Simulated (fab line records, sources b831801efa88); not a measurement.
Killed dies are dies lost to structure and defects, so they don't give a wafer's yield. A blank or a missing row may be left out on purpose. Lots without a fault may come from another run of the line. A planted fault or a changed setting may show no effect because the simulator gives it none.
One fault seen from 2 desks | flow sfq_line | each desk has only its own numbers; what lay behind them comes last

THE METROLOGY DESK
What the gauges read, lot by lot, whatever tool the lot ran on: means of the sampled wafers that have a number. A lot is out of limits, marked OUT, if its mean lies more than 4 standard deviations from the usual mean; the brackets give that distance.
Columns: A = M1_NB_RS at SFQ_M1_RS_MEAS_909, usual 0.891 ohm/sq
lot  | first seen here | A
L472 | day 9 08:47     | 0.892
L473 | day 9 16:00     | 0.901
L474 | day 10 05:24    | 0.885
L475 | day 10 12:23    | 0.881
L476 | day 10 14:49    | 0.888
L477 | day 11 04:06    | 0.903
L479 | day 11 12:28    | 1.196 (+28) OUT
L483 | day 12 11:19    | 1.325 (+39) OUT
L490 | day 14 02:23    | 0.887
L491 | day 14 07:13    | 0.892
L492 | day 14 14:25    | 0.883
L493 | day 14 21:25    | 0.878
L494 | day 14 23:47    | 0.881
L495 | day 15 08:11    | 0.899
This desk's finding: out of limits on L479, L483; first on L479, day 11 12:28 (M1_NB_RS at SFQ_M1_RS_MEAS_909). In limits: L472, L473, L474, L475, L476, L477, L490, L491, L492, L493, L494, L495.

THE TOOL OWNER'S DESK: pvd_sputter-04
The tool's own readings at SFQ_TRILAYER_M1_DEP_SPUTTER_037 (material Nb, target thk 200 nm, time 133.3 s): means of the sampled wafers that have a number, for each lot that ran on this tool. A lot is out of limits, marked OUT, if its mean lies more than 4 standard deviations from the usual mean; the brackets give that distance.
Columns: A = throttle_valve_pct at SFQ_TRILAYER_M1_DEP_SPUTTER_037, usual 29.9 %
lot  | first seen here | A
L476 | day 10 14:42    | 29.5
L477 | day 11 04:01    | 29.6
L479 | day 11 11:32    | 29.9
L483 | day 12 11:11    | 29.6
L493 | day 14 21:18    | 29.6
This desk's finding: nothing out of limits on any of the 5 lots.

PUT TOGETHER
The metrology desk could have raised an alarm at day 11 12:28, on L479, L483.
The tool owner's desk saw nothing out of limits.
The tool owner's desk has L479, L483 on record, within its limits.
Of the lots named, all ran SFQ_TRILAYER_M1_DEP_SPUTTER_037 on pvd_sputter-04.

WHAT THE SIMULATOR HAD PUT IN
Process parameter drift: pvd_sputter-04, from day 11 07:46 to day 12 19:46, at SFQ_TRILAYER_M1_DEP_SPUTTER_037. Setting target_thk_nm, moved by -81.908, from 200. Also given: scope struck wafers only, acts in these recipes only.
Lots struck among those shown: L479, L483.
Hours from the fault's start to each desk's first reading out of limits: the metrology desk, 5.
